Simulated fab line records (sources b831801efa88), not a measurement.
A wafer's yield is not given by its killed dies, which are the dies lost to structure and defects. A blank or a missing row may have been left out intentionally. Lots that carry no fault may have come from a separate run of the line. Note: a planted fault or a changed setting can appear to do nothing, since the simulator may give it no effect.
Code-filled problem report in 8D (eight disciplines) form :: flow sky130 :: the parts of the form that need people (team, actions taken, sign-off) are left out

1. WHAT IS WRONG
chamber pressure mTorr at SKY_NWELL_STRIP_14 reads a mean of 1199.4 mTorr on 6 wafers of 2 lots; wafers without a fault read 1499.9 mTorr with a standard deviation of 1.5. So: -99 or more standard deviations from the usual mean.
The step: strips in O2/N2.
First seen on wafer L393.1, day 7 14:11, on plasma asher-01. The record has a number at this step for 39 wafers belonging to 13 lots. Rule for "out" (also "out of limits"): further than 4 standard deviations from the usual mean. Any other wafer with a number is counted as sound.

2. WHAT THIS IS AND IS NOT
question: which readings at this step
is: chamber pressure mTorr, oes product au, strip time to endpoint s
is not: drypump motor current A

question: which lots
is: L393, L395
is not: L382, L383, L384, L385, L386, L387, L388, L401, L403, L404, L405

question: which wafers of those lots
is: all that have a number
is not: -

question: read on which tools
is: plasma asher-01
is not: plasma asher-02, plasma asher-04

question: when
is: from day 7 14:11
is not: up to then (21 sound wafers); but 12 sound wafers of L401, L403, L404, L405 came after

3. WHAT RULES OUT EACH SUSPECT
Counting: a tool stays on the suspect list if, at a process step up to the reading, it processed all lots that are out and no sound lot following the first of them.
- plasma asher-01 at SKY_NWELL_STRIP_14 (strips in O2/N2): kept. Every lot that is out went through it, starting with L393 (day 7 14:11), and after that it ran no sound lot; the last sound lot it ran before then is L388 (day 6 13:41). Its own chamber pressure mTorr, oes product au, strip time to endpoint s readings are out on those wafers.
After counting, what remains is plasma asher-01 at SKY_NWELL_STRIP_14.

4. THE CAUSE (what the simulator had put in)
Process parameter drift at SKY_NWELL_STRIP_14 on plasma asher-01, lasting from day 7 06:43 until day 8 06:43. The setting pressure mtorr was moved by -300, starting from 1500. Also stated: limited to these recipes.
After counting, this tool was the only one left.

5. THE EFFECT CHAIN, in route order
Each row: a reading where the mean over the struck wafers with a number is more than 3 standard deviations away from the usual. Readings are gone through only where the record gives a usual standard deviation; hours: the median, over the lots, of the time from a lot's start at the first step in this table giving one to that lot's start at this step; sigmas: the change measured in usual standard deviations.
hours: 0
step: SKY_NWELL_STRIP_14
reading: chamber pressure mTorr
usual: 1499.9 mTorr
on struck wafers: 1199.4
change: -300.5
sigmas: -99 or more

hours: 0
step: SKY_NWELL_STRIP_14
reading: oes product au
usual: 0.723 a.u.
on struck wafers: 0.688
change: -0.035
sigmas: -7.9

hours: 0
step: SKY_NWELL_STRIP_14
reading: strip time to endpoint s
usual: 36.90 s
on struck wafers: 39.79
change: +2.89
sigmas: +34
Its process steps:
- SKY_NWELL_STRIP_14: strips in O2/N2.
At these later measuring or inspecting steps, every struck wafer for which the step has a row has a number for every such reading, and none has moved that far: SKY_VT_ADJUST_LVTN_OVL_MEAS_18, SKY_SONOS_TUNNEL_CD_MEAS_07.

6. WHAT WOULD HAVE CAUGHT IT SOONER
In this record the first reading out of limits was taken at day 7 14:11, 7 hours after the fault began at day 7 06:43.
